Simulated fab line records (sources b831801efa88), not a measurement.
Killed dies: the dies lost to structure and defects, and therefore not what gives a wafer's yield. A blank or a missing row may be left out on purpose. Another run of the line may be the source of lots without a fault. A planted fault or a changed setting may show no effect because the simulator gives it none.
Struck lot and sound lot, side by side ; flow sky130 ; 16 out of 708 route steps
Sound: wafers L838.3, L838.4, L838.6. Wafers L832.1, L832.2, L832.3 were the ones struck. The cause is named last.
At each step with rows: each side's tool, then ch and its chambers, then its first start. Under that, the readings that differ: sound wafers ; struck wafers ; difference of the means ; sigmas: that difference in standard deviations of wafers without a fault.
alike: readings with means less than 2 such deviations apart, plus words and numbers identical on both sides. not compared: withheld readings, readings lacking a value on some wafer, bounds such as >300 that could conceal the same value, and numbers that have no deviation in the record and whose values overlap.
The two part at a step that has a row with sigmas, a row that says differs or no value, or rows on one side only. Numbers that have no deviation but don't overlap get no sigmas and don't part them. A reading missing from all wafers of one side parts the sides only when that side holds two or more wafers.

first, 5 steps without rows for these wafers: SKY_SONOS_TUNNEL_COAT_02 (resist thk 1140 nm); SKY_SONOS_TUNNEL_SOFTBAKE_03 (time 60 s); SKY_SONOS_TUNNEL_EXPOSE_04 (exposes mask TUNM, target cd 410 nm); SKY_SONOS_TUNNEL_PEB_05; SKY_SONOS_TUNNEL_DEVELOP_06 (develop time 60 s).
SKY_SONOS_TUNNEL_CD_MEAS_07: target cd 410 nm.
  sound: cd_sem-01 at day 16 09:17; struck: cd_sem-01 at day 14 14:42
reading;sound;struck;difference;sigmas
cd_nm (nm);409.4 410.9 411.4;407.2 404.8 406.9;-4.3;-2
SKY_SONOS_TUNNEL_OVL_MEAS_08:
  sound: overlay-02 at day 16 09:23; struck: overlay-01 at day 14 14:49
  alike: SONOS_TUNNEL_OVL
then, 3 steps without rows for these wafers: SKY_SONOS_TUNNEL_IMPLANT_09; SKY_SONOS_TUNNEL_WET_ETCH_10 (etches SiO2 in dHF, target depth 14 nm, time 280 s); SKY_SONOS_TUNNEL_STRIP_11 (strips in SPM, time 600 s).
SKY_SONOS_TUNNEL_TW_MEAS_12:
  sound: film_metro-03 at day 16 09:51; struck: film_metro-03 at day 14 15:16
  alike: SONOS_TUNNEL_TW
then, 1 step without rows for these wafers: SKY_SONOS_TUNNEL_CLEAN_13 (cleans in dHF, time 20 s).
SKY_SONOS_ONO_OXIDATION_00: stabilise 600 s, purge 300 s, target thk 2.6 nm.
  sound on furnace-02 ch 0, day 16 10:15; struck on furnace-01 ch 0, day 14 17:23
reading;sound;struck;difference;sigmas
model.SiO2_of_SONOS_ONO_OXIDATION_00.thk_nm (nm);2.587 2.576 2.565;2.705 2.738 2.768;+0.161;
  alike: spike_tc_bottom_C, spike_tc_centre_C
SKY_SONOS_ONO_THK_MEAS_01:
  sound: film_metro-04 at day 16 11:37; struck: film_metro-03 at day 14 18:43
reading;sound;struck;difference;sigmas
SONOS_ONO_OXIDATION_THK (nm);2.54 2.57 2.48;2.71 2.73 2.78;+0.21;+4
then, 1 step without rows for these wafers: SKY_SONOS_ONO_CVD_02 (deposits Si3N4 from DCS/NH3, target thk 10.5 nm, time 180 s).
-- here the record skips 34 days between the struck wafers' starts before and after, leaving off in module SONOS_ONO and picking up in module PAD_OPEN (first step shown: number 708 of the route) --
SKY_PAD_OPEN_PROBE_99:
  sound: prober-01 at day 49 13:36; struck: prober-02 at day 49 06:37
reading;sound;struck;difference;sigmas
model.etest.sonos_erased.vt_v (V);-2.277 -2.313 -2.267;-2.165 -2.014 -2.057;+0.207;
  alike: killed_at_M0_to_M3, killed_at_M4_up, killed_at_contacts, killed_at_front_end, killed_at_other, killed_dies, killed_open, killed_short
  not compared: model.etest.sonos_baked.vt_less_v

WHERE THEY PART
Last at SKY_SONOS_ONO_THK_MEAS_01 as far as this record goes, first at SKY_SONOS_TUNNEL_CD_MEAS_07. Later steps at which nothing parts them and some readings are alike: SKY_PAD_OPEN_PROBE_99.

WHY: whatever the simulator had introduced
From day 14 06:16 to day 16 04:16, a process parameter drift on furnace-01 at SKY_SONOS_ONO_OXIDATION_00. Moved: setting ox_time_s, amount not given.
